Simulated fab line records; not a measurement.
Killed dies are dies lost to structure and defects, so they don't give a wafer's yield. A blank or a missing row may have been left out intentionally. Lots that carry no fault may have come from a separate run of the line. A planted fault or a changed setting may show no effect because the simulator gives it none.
One fault through the eyes of 2 desks	flow sky130	what lay behind the numbers comes last; until then each desk has only its own

== METROLOGY DESK ==
Means of the sampled wafers that have a number, per lot and without regard to the tool the lot ran on: this is what the gauges read. The brackets show how far a lot's mean lies from the usual mean; more than 4 standard deviations puts the lot out of limits, marked OUT.
Columns: A = SONOS_TUNNEL_TW at SKY_SONOS_TUNNEL_TW_MEAS_12, usual 197.1; B = cdNm at SKY_POLY_GATE_CD_MEAS_13, usual 149.7 nm
lot	first seen here	A	B
L175	day 11 07:08	196.7	148.8
L176	day 11 19:26	198.0	148.5
L178	day 12 11:53	197.2	149.7
L180	day 13 05:11	197.1	148.2
L179	day 13 07:37	198.5	150.9
L181	day 14 04:35	198.3	151.4
L182	day 14 06:02	198.3	149.3
L183	day 14 18:04	197.1	149.2
L184	day 14 22:56	197.3	148.5
L185	day 15 14:15	197.4	149.0
L187	day 15 16:41	198.0	148.3
L190	day 16 08:41	195.2	149.0
L193	day 17 10:32	199.4	150.3
Finding of this desk: none of the 13 lots has anything out of limits.

== DESK OF THE TOOL OWNER: lithoTrack-01 ==
Per lot that ran on this tool, the mean of the sampled wafers carrying a number, from the tool's own readings at SKY_LI_CONTACT_SOFTBAKE_08 (time 90 s). The brackets show how far a lot's mean lies from the usual mean; more than 4 standard deviations puts the lot out of limits, marked OUT.
Columns: A = heaterPowerTotalW at SKY_LI_CONTACT_SOFTBAKE_08, usual 57.36 W; B = runLengthS at SKY_LI_CONTACT_SOFTBAKE_08, usual 119.17 s
lot	first seen here	A	B
L176	day 29 07:00	57.25	119.19
L180	day 30 06:00	57.38	119.19
L181	day 31 07:00	57.29	119.15
L185	day 32 20:00	57.47	119.09
L187	day 33 00:00	57.40	119.24
L190	day 33 11:00	57.67	117.51 (-9.8) OUT
L193	day 34 13:00	57.69	117.46 (-10) OUT
Finding of this desk: L190, L193 out of limits; the first was L190 at day 33 11:00, on runLengthS at SKY_LI_CONTACT_SOFTBAKE_08. In limits: L176, L180, L181, L185, L187.

== TAKEN TOGETHER ==
The tool owner's desk had the chance to raise an alarm at day 33 11:00 on L190, L193.
At the metrology desk, nothing out of limits was observed.
The metrology desk has L190, L193 on record, within its limits.
Every lot named ran SKY_LI_CONTACT_SOFTBAKE_08 on lithoTrack-01.

== WHAT THE SIMULATOR PUT IN ==
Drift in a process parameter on lithoTrack-01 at SKY_LI_CONTACT_SOFTBAKE_08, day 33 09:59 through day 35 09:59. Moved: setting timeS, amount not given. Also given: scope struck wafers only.
Struck lots among those shown: L190, L193.
How many hours passed from the start of the fault until each desk's first out-of-limits reading: the tool owner's desk, 1.
